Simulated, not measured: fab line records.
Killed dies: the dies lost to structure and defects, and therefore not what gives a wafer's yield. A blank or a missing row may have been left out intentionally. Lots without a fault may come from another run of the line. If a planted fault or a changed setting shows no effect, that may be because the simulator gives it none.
Which tool is to blame? -- flow gf180mcu -- Sampling: 13 lots, 39 wafers, 5 of 602 route steps

## WHAT THE GAUGES READ, wafer by wafer
GF_V4_THK_MEAS_03.
lot,measured,on,V4_CVD_02_THK (nm)
L577,day 23 15:16,filmMetro-04,856 854 859
L579,day 24 11:32,filmMetro-03,847 859 856
L580,day 24 17:05,filmMetro-01,851 858 865
L581,day 25 03:35,filmMetro-01,849 856 850
L582,day 25 11:21,filmMetro-01,828 836 845
L583,day 25 17:50,filmMetro-03,854 852 857
L584,day 26 08:32,filmMetro-04,839 837 853
L585,day 26 15:33,filmMetro-03,852 846 840
L586,day 27 01:02,filmMetro-01,854 856 858
L593,day 29 00:53,filmMetro-03,838 857 857
L595,day 29 10:36,filmMetro-01,839 855 851
L599,day 30 14:29,filmMetro-01,842 864 858
L600,day 30 20:37,filmMetro-03,845 858 855

GF_MIM_THK_MEAS_06.
lot,measured,on,MIM_CVD_05_THK (nm)
L577,day 24 16:05,filmMetro-04,42.0 41.9 42.6
L579,day 25 11:04,filmMetro-01,41.5 42.1 42.3
L580,day 25 17:16,filmMetro-02,41.5 41.4 42.8
L581,day 26 03:39,filmMetro-02,42.2 42.6 42.3
L582,day 26 11:01,filmMetro-02,42.0 40.9 42.0
L583,day 26 17:16,filmMetro-02,42.2 42.1 42.7
L584,day 27 06:59,filmMetro-01,41.6 41.4 42.0
L585,day 27 14:52,filmMetro-01,41.8 40.9 41.8
L586,day 27 22:55,filmMetro-04,41.7 42.6 42.4
L593,day 29 22:13,filmMetro-01,13.6 13.3 13.3
L595,day 30 07:18,filmMetro-01,13.1 13.2 13.5
L599,day 31 11:28,filmMetro-01,41.4 41.8 42.0
L600,day 31 17:14,filmMetro-04,40.7 41.4 42.1

## WHAT TOOL EACH LOT RAN ON (gives the tool, then ch and the chambers of the sampled wafers, and finally the start)
lot,GF_MIM_SPUTTER_01,GF_MIM_SPUTTER_03,GF_MIM_CVD_05
L577,"pvdSputter-03, day 24 15:55","pvdSputter-03, day 24 15:58","pecvd-03 ch 0,1,2, day 24 16:03"
L579,"pvdSputter-02, day 25 10:55","pvdSputter-02, day 25 10:58","pecvd-02 ch 0,1,2, day 25 11:02"
L580,"pvdSputter-02, day 25 17:07","pvdSputter-02, day 25 17:10","pecvd-04 ch 0,1, day 25 17:14"
L581,"pvdSputter-01, day 26 03:30","pvdSputter-01, day 26 03:34","pecvd-03 ch 0,1,2, day 26 03:37"
L582,"pvdSputter-02, day 26 10:51","pvdSputter-02, day 26 10:55","pecvd-04 ch 0,1,2, day 26 10:58"
L583,"pvdSputter-01, day 26 17:07","pvdSputter-01, day 26 17:10","pecvd-03 ch 0,2, day 26 17:14"
L584,"pvdSputter-03, day 27 06:50","pvdSputter-03, day 27 06:53","pecvd-03 ch 0,2, day 27 06:57"
L585,"pvdSputter-02, day 27 14:42","pvdSputter-02, day 27 14:46","pecvd-02 ch 0,2, day 27 14:49"
L586,"pvdSputter-01, day 27 22:46","pvdSputter-01, day 27 22:49","pecvd-03 ch 0,1, day 27 22:53"
L593,"pvdSputter-03, day 29 22:03","pvdSputter-03, day 29 22:07","pecvd-03 ch 0,1,2, day 29 22:10"
L595,"pvdSputter-02, day 30 07:08","pvdSputter-02, day 30 07:12","pecvd-03 ch 0,1, day 30 07:16"
L599,"pvdSputter-03, day 31 11:18","pvdSputter-03, day 31 11:22","pecvd-04 ch 0,2, day 31 11:25"
L600,"pvdSputter-03, day 31 17:04","pvdSputter-03, day 31 17:08","pecvd-02 ch 0,1, day 31 17:11"
- GF_MIM_SPUTTER_01: material TiN, target thk 30 nm, time 25 s.
- GF_MIM_SPUTTER_03: material Ti, target thk 10 nm, time 6.7 s.
- GF_MIM_CVD_05: deposits Si3N4, target thk 42 nm, time 29.086 s.

## WHAT THE TOOLS THEMSELVES READ (means of the sampled wafers that have a number; where no wafer has one, the mark that the record gives instead)
GF_MIM_SPUTTER_01.
lot,tool,throttleValvePct (%)
L577,pvdSputter-03,30.4
L579,pvdSputter-02,31.0
L580,pvdSputter-02,31.5
L581,pvdSputter-01,30.6
L582,pvdSputter-02,30.5
L583,pvdSputter-01,30.9
L584,pvdSputter-03,30.6
L585,pvdSputter-02,30.5
L586,pvdSputter-01,30.9
L593,pvdSputter-03,30.4
L595,pvdSputter-02,31.7
L599,pvdSputter-03,30.7
L600,pvdSputter-03,30.5

GF_MIM_SPUTTER_03.
lot,tool,throttleValvePct (%)
L577,pvdSputter-03,30.3
L579,pvdSputter-02,30.8
L580,pvdSputter-02,31.5
L581,pvdSputter-01,30.7
L582,pvdSputter-02,30.4
L583,pvdSputter-01,30.8
L584,pvdSputter-03,30.6
L585,pvdSputter-02,30.6
L586,pvdSputter-01,30.8
L593,pvdSputter-03,30.3
L595,pvdSputter-02,31.8
L599,pvdSputter-03,30.6
L600,pvdSputter-03,30.6

GF_MIM_CVD_05.
lot,tool,heaterPowerW (W),tempMaxC (C)
L577,pecvd-03,641,400.11
L579,pecvd-02,666,399.88
L580,pecvd-04,629,399.82
L581,pecvd-03,641,399.69
L582,pecvd-04,669,400.01
L583,pecvd-03,610,400.04
L584,pecvd-03,608,400.07
L585,pecvd-02,619,400.07
L586,pecvd-03,587,399.69
L593,pecvd-03,623,400.12
L595,pecvd-03,594,400.18
L599,pecvd-04,688,399.99
L600,pecvd-02,694,399.97

## THE ANSWER, worked out from the rows above alone
Rule: usual is defined by the lots themselves. The widest of any qualifying gaps counts: lots, ordered by their means at a reading, are off when they make up no more than a third of the lots, leave a main group of 4 or more, and stand apart from it by 3 or more times the standard deviation of that group's means. The tables above print the reading to a certain number of digits; a main group whose means all agree to those digits is not used. A lot without any number at a reading at which 4 lots or more have one is off too. Where the step has rows for the other lots, those lots are counted as sound. The gauges are gone through in route order, then the tools' own readings, and for those a lot's mean is taken as printed above. The first step at which some lot is off is used, and at that step the reading that is off furthest; a lot without a number counts as furthest.
Off: at GF_MIM_THK_MEAS_06 (MIM_CVD_05_THK), L593, L595. Main group: mean 41.9 nm, sd 0.32.
A tool fits if, at a process step before that reading, it ran every lot that is off, and no sound lot after the first of them. Gauges at GF_MIM_THK_MEAS_06: tried the same way as those tools. One fits: GF_MIM_CVD_05 on pecvd-03. Its last sound lot is L586 (day 27 22:53), its first lot that is off L593 (day 29 22:10): a fault that began between those two fits.

## WHAT THE SIMULATOR HAD PUT IN
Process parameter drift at GF_MIM_CVD_05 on pecvd-03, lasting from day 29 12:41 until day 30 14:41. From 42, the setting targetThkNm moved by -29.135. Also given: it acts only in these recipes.
Shown lots that were struck: L593, L595. The rule above found the same.
